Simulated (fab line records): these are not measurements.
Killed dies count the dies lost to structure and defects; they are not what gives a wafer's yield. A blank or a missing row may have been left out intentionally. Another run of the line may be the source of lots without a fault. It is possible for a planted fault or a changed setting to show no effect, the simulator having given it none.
A struck lot beside a sound one | flow sky130 | 31 out of 708 route steps
Sound: these wafers, L770.1, L770.5, L770.6. Wafers struck: L783.1, L783.4, L783.6. At the end, the cause is stated.
Order at every step that has rows: each side's tool, ch and its chambers, its first start. Under that, the readings that differ: sound wafers | struck wafers | difference of the means | sigmas: that difference in standard deviations of wafers without a fault.
alike: readings with means less than 2 such deviations apart, plus words and numbers identical on both sides. not compared: withheld readings, readings lacking a value on some wafer, bounds such as >300 that could conceal the same value, and numbers that have no deviation in the record and whose values overlap.
Wherever a step has rows on one side only, a row that says differs or no value, or a row with sigmas, the two part there. When numbers do not overlap yet have no deviation, they are printed without sigmas and do not part them. Lack of a reading on every wafer of one side parts them only where that side has two or more wafers.

first, 1 step without rows for these wafers: SKY_NWELL_IMPLANT_13.
SKY_NWELL_STRIP_14: strips in O2/N2.
  sound on plasma-asher-02 ch 0,1, day 4 19:39; struck on plasma-asher-02 ch 0,1, day 7 21:06
  alike: chamber-pressure-mTorr, drypump-motor-current-A, oes-product-au, strip-time-to-endpoint-s
  not compared: rf-hours-counter-h
SKY_NWELL_TW_MEAS_15:
  sound: film-metro-04 at day 4 19:45; struck: film-metro-04 at day 7 21:12
  alike: NWELL_TW
then, 7 steps without rows for these wafers: SKY_NWELL_DEHYDRATE_16 (time 60 s); SKY_NWELL_HMDS_17 (prime time 60 s); SKY_NWELL_COAT_18 (resist thk 3000 nm); SKY_NWELL_SOFTBAKE_19; SKY_NWELL_EXPOSE_20 (exposes mask NWM COMPLEMENT, target cd 840 nm); SKY_NWELL_PEB_21; SKY_NWELL_DEVELOP_22 (develop time 60 s).
SKY_NWELL_OVL_MEAS_23:
  sound: overlay-02 at day 5 13:01; struck: overlay-02 at day 8 17:43
  alike: NWELL_01_OVL
following that, these wafers have no rows for 1 step: SKY_NWELL_IMPLANT_24.
SKY_NWELL_STRIP_25: strips in O2/N2.
  sound on plasma-asher-04 ch 0,1, day 5 13:12; struck on plasma-asher-01 ch 1, day 8 17:54
  no value came back on the struck wafers for chamber-pressure-mTorr (mTorr), drypump-motor-current-A (A), oes-product-au (a.u.), strip-time-to-endpoint-s (s); on the sound wafers chamber-pressure-mTorr (mTorr) reads 1500.4 1500.4 1499.6
  reading                                 | sound | struck         | difference | sigmas
  model.coat_of_NWELL_COAT_18.thk-nm (nm) | 0 0 0 | 3006 3008 3000 | +3005      |
  not compared: rf-hours-counter-h
SKY_NWELL_TW_MEAS_26:
  sound: film-metro-04 at day 5 13:18; struck: film-metro-03 at day 8 18:00
  alike: NWELL_2_TW
then, 1 step without rows for these wafers: SKY_NWELL_CLEAN_27 (cleans in SC1/SC2, time 150 s).
SKY_NWELL_RTA_28: time 30 s.
  sound on rtp-anneal-02 ch 0, day 5 13:25; struck on rtp-anneal-01 ch 0, day 8 18:07
  alike: lamp-power-pct, ramp-up-c-per-s, wafer_temp_C_max
SKY_NWELL_RS_MEAS_29: a four-point-probe measurement.
  sound: film-metro-01 at day 5 13:31; struck: film-metro-01 at day 8 18:13
  alike: NWELL_RS
SKY_NWELL_RS_MEAS_31: a four-point-probe measurement.
  sound: film-metro-01 at day 5 13:45; struck: film-metro-01 at day 8 18:27
  alike: PWDE_RS
then, 7 steps without rows for these wafers: SKY_VT_ADJUST_HVTP_DEHYDRATE_00 (time 60 s); SKY_VT_ADJUST_HVTP_HMDS_01 (prime time 60 s); SKY_VT_ADJUST_HVTP_COAT_02 (resist thk 1140 nm); SKY_VT_ADJUST_HVTP_SOFTBAKE_03 (time 60 s); SKY_VT_ADJUST_HVTP_EXPOSE_04 (exposes mask HVTPM, target cd 380 nm); SKY_VT_ADJUST_HVTP_PEB_05; SKY_VT_ADJUST_HVTP_DEVELOP_06 (develop time 60 s).
SKY_VT_ADJUST_HVTP_CD_MEAS_07: the cd target is 380 nm.
  sound: cd-sem-01 at day 6 07:46; struck: cd-sem-02 at day 9 15:34
  alike: cd-nm
SKY_VT_ADJUST_HVTP_OVL_MEAS_08:
  sound: overlay-01 at day 6 07:53; struck: overlay-01 at day 9 15:41
  alike: VT_ADJUST_HVTP_OVL
following that, these wafers have no rows for 1 step: SKY_VT_ADJUST_HVTP_IMPLANT_09.
SKY_VT_ADJUST_HVTP_STRIP_10: strips in O2/N2.
  sound on plasma-asher-02 ch 0,1, day 6 08:04; struck on plasma-asher-04 ch 1, day 9 15:53
  reading                      | sound             | struck            | difference | sigmas
  oes-product-au (a.u.)        | 0.719 0.720 0.714 | 0.738 0.729 0.722 | +0.012     | +3
  strip-time-to-endpoint-s (s) | 14.18 14.20 14.18 | 58.84 58.84 58.67 | +44.60     | +99 or more
  alike: chamber-pressure-mTorr, drypump-motor-current-A
  not compared: rf-hours-counter-h
SKY_VT_ADJUST_HVTP_TW_MEAS_11:
  sound: film-metro-03 at day 6 08:10; struck: film-metro-04 at day 9 15:59
  reading           | sound          | struck   | difference | sigmas
  VT_ADJUST_HVTP_TW | 1365 1363 1362 | 30 30 30 | -1333      | -99 or more
then, 1 step without rows for these wafers: SKY_VT_ADJUST_LVTN_DEHYDRATE_00 (time 60 s).

WHERE THEY PART
Earliest at SKY_NWELL_STRIP_25; latest, in this record, at SKY_VT_ADJUST_HVTP_TW_MEAS_11.

WHY: what the simulator had put in
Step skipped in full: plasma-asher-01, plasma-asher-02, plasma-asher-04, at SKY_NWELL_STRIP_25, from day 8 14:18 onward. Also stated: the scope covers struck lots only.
